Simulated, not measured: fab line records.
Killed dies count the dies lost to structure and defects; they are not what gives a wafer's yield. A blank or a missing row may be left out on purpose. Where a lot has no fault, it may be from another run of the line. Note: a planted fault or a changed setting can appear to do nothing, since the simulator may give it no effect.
Matching of chambers ; flow gf180mcu ; GF_CONTACT_CMP_04 on cmp-01 has 4 sister chambers
The step polishes SiO2. 8 wafers are shown with their chamber, then 8 later ones without.

## EACH WAFER AND ITS CHAMBER
wafer;chamber;motor-current-A (A);time-to-endpoint-s (s)
L488.4;2;10.2;107
L491.4;1;12.2;114
L493.5;1;12.1;112
L493.6;0;12.6;117
L492.1;0;12.1;108
L492.3;2;10.6;99
L492.4;3;12.7;108
L494.2;3;13.4;116

## WAFERS MISSING THEIR CHAMBER
wafer;motor-current-A (A);time-to-endpoint-s (s)
L494.3;10.2;105
L494.5;12.1;122
L503.1;10.3;109
L503.4;13.5;117
L503.6;12.5;113
L509.1;12.5;105
L509.4;10.3;108
L509.5;12.0;120

## WHICH CHAMBER EACH ONE RAN IN
wafer;from the rows above;in truth
L494.3;2;2
L494.5;can't be placed: 1 or 0 or 3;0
L503.1;2;2
L503.4;can't be placed: 3 or 0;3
L503.6;can't be placed: 0 or 1 or 3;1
L509.1;can't be placed: 0 or 1 or 3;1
L509.4;2;2
L509.5;can't be placed: 1 or 0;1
Correctly placed: 3 of 8. Not placeable from these rows: 5 (in 5, the candidates include the true chamber). Number placed wrongly: 0.
How it was worked out, from the rows above alone: a wafer's distance from a chamber is the root of the sum, over the readings, of the square of ((its reading less the chamber's mean) divided by the reading's scatter). If the next closest chamber is less than 2 further off than the closest, the wafer can't be placed; otherwise it belongs to the closest. For every chamber, the mean is computed from those of its wafers that are shown. The scatter: the root of (the sum of the squares of (reading less its chamber's mean) over the shown wafers, divided by (wafers less chambers)).
